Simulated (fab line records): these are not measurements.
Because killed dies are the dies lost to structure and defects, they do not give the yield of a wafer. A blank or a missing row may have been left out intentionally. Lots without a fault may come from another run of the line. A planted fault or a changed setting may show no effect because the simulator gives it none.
Chamber matching :: flow sfq line :: SFQ_TRILAYER_I0_CMP_CMP_028 on cmp-02: 4 sister chambers
The step polishes SiO2. 8 wafers are shown with their chamber, then 7 later ones without.

WAFERS, EACH WITH ITS CHAMBER
wafer: L407.3
chamber: 2
motor current A (A): 10.2
time to endpoint s (s): 212

wafer: L412.2
chamber: 0
motor current A (A): 12.6
time to endpoint s (s): 220

wafer: L412.5
chamber: 3
motor current A (A): 10.0
time to endpoint s (s): 228

wafer: L417.3
chamber: 1
motor current A (A): 9.5
time to endpoint s (s): 213

wafer: L417.4
chamber: 0
motor current A (A): 12.8
time to endpoint s (s): 215

wafer: L417.2
chamber: 3
motor current A (A): 9.4
time to endpoint s (s): 204

wafer: L418.2
chamber: 2
motor current A (A): 10.1
time to endpoint s (s): 208

wafer: L418.1
chamber: 1
motor current A (A): 9.5
time to endpoint s (s): 215

WAFERS MISSING THEIR CHAMBER
wafer: L418.4
motor current A (A): 12.5
time to endpoint s (s): 219

wafer: L426.1
motor current A (A): 10.8
time to endpoint s (s): 217

wafer: L426.2
motor current A (A): 10.4
time to endpoint s (s): 219

wafer: L426.3
motor current A (A): 9.7
time to endpoint s (s): 219

wafer: L428.1
motor current A (A): 9.5
time to endpoint s (s): 212

wafer: L428.3
motor current A (A): 12.6
time to endpoint s (s): 211

wafer: L428.4
motor current A (A): 10.1
time to endpoint s (s): 217

CHAMBER TAKEN BY EACH
wafer: L418.4
from the rows above: 0
in truth: 0

wafer: L426.1
from the rows above: can't be placed: 2 or 3
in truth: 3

wafer: L426.2
from the rows above: can't be placed: 2 or 3
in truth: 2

wafer: L426.3
from the rows above: can't be placed: 3 or 1 or 2
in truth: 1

wafer: L428.1
from the rows above: can't be placed: 1 or 3
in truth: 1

wafer: L428.3
from the rows above: 0
in truth: 0

wafer: L428.4
from the rows above: can't be placed: 2 or 3 or 1
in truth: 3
Correctly placed: 2 of 7. Can't be placed from these rows: 5 (the true chamber is among the candidates in 5). Number placed wrongly: 0.
How it was worked out, from the rows above alone: a wafer's distance from a chamber is the root of the sum, over the readings, of the square of ((its reading less the chamber's mean) divided by the reading's scatter). If the next closest chamber is less than 2 further off than the closest, the wafer can't be placed; otherwise it belongs to the closest. Each chamber's mean is taken over the wafers shown for it. How the scatter is found: for the shown wafers, subtract from each reading the mean of its chamber, square and add these, divide the total by (wafers less chambers), then take the root.
